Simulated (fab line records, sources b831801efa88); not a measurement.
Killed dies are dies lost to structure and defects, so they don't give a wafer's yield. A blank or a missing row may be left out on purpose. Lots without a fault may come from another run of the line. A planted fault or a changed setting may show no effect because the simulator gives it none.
One fault seen from 2 desks | flow sfq_line | each desk has only its own numbers; what lay behind them comes last

THE METROLOGY DESK
What the gauges read, lot by lot, whatever tool the lot ran on: means of the sampled wafers that have a number. A lot is out of limits, marked OUT, if its mean lies more than 4 standard deviations from the usual mean; the brackets give that distance.
Columns: A = C5_OVL at SFQ_C5_OVL_MEAS_937, usual 0 nm; B = M6_NB_RS at SFQ_M6_RS_MEAS_938, usual 0.887 ohm/sq; C = M6_OVL at SFQ_M6_OVL_MEAS_940, usual 1 nm; D = I6_BOW at SFQ_I6_BOW_MEAS_941, usual 7 um; E = I6_OVL at SFQ_I6_OVL_MEAS_942, usual 2 nm; F = M7_NB_RS at SFQ_M7_RS_MEAS_943, usual 0.894 ohm/sq; G = M8_BOW at SFQ_M8_BOW_MEAS_951, usual 10 um
lot  | first seen here | A  | B     | C   | D  | E  | F     | G
L826 | day 68 06:19    | 1  | 0.882 | 6   | 11 | -2 | 0.886 | 17
L832 | day 70 13:01    | -7 | 0.889 | -1  | -2 | 3  | 0.892 | 5
L835 | day 75 07:26    | -5 | 0.884 | 1   | 6  | -3 | 0.889 | 6
L844 | day 79 13:08    | 2  | 0.897 | -8  | 9  | 7  | 0.898 | 8
L845 | day 79 14:20    | 13 | 0.876 | -2  | 17 | 1  | 0.903 | 21
L846 | day 80 01:28    | 5  | 0.892 | 2   | 5  | 6  | 0.909 | 6
L847 | day 80 06:41    | -0 | 0.885 | -10 | 2  | 2  | 0.892 | 5
This desk's finding: nothing out of limits on any of the 7 lots.

THE TOOL OWNER'S DESK: krf_scanner-01
The tool's own readings at SFQ_TRILAYER_M6_LITHO_EXPOSE_160 (exposes mask M6, target cd 500 nm): means of the sampled wafers that have a number, for each lot that ran on this tool. A lot is out of limits, marked OUT, if its mean lies more than 4 standard deviations from the usual mean; the brackets give that distance.
Columns: A = exposure_dose_mJ_cm2 at SFQ_TRILAYER_M6_LITHO_EXPOSE_160, usual 14.400
lot  | first seen here | A
L835 | day 76 05:42    | 14.390
L844 | day 83 14:35    | 12.664 (-99 or more) OUT
L845 | day 83 16:59    | 12.636 (-99 or more) OUT
L847 | day 84 12:46    | 12.652 (-99 or more) OUT
This desk's finding: out of limits on L844, L845, L847; first on L844, day 83 14:35 (exposure_dose_mJ_cm2 at SFQ_TRILAYER_M6_LITHO_EXPOSE_160). In limits: L835.

PUT TOGETHER
The tool owner's desk could have raised an alarm at day 83 14:35, on L844, L845, L847.
The metrology desk saw nothing out of limits.
The metrology desk has L844, L845, L847 on record, within its limits.
Of the lots named, all ran SFQ_TRILAYER_M6_LITHO_EXPOSE_160 on krf_scanner-01.

WHAT THE SIMULATOR HAD PUT IN
Process parameter drift: krf_scanner-01, from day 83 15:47 on, at SFQ_TRILAYER_M6_LITHO_EXPOSE_160. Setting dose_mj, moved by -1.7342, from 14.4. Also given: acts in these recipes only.
Lots struck among those shown: L844, L845, L847.
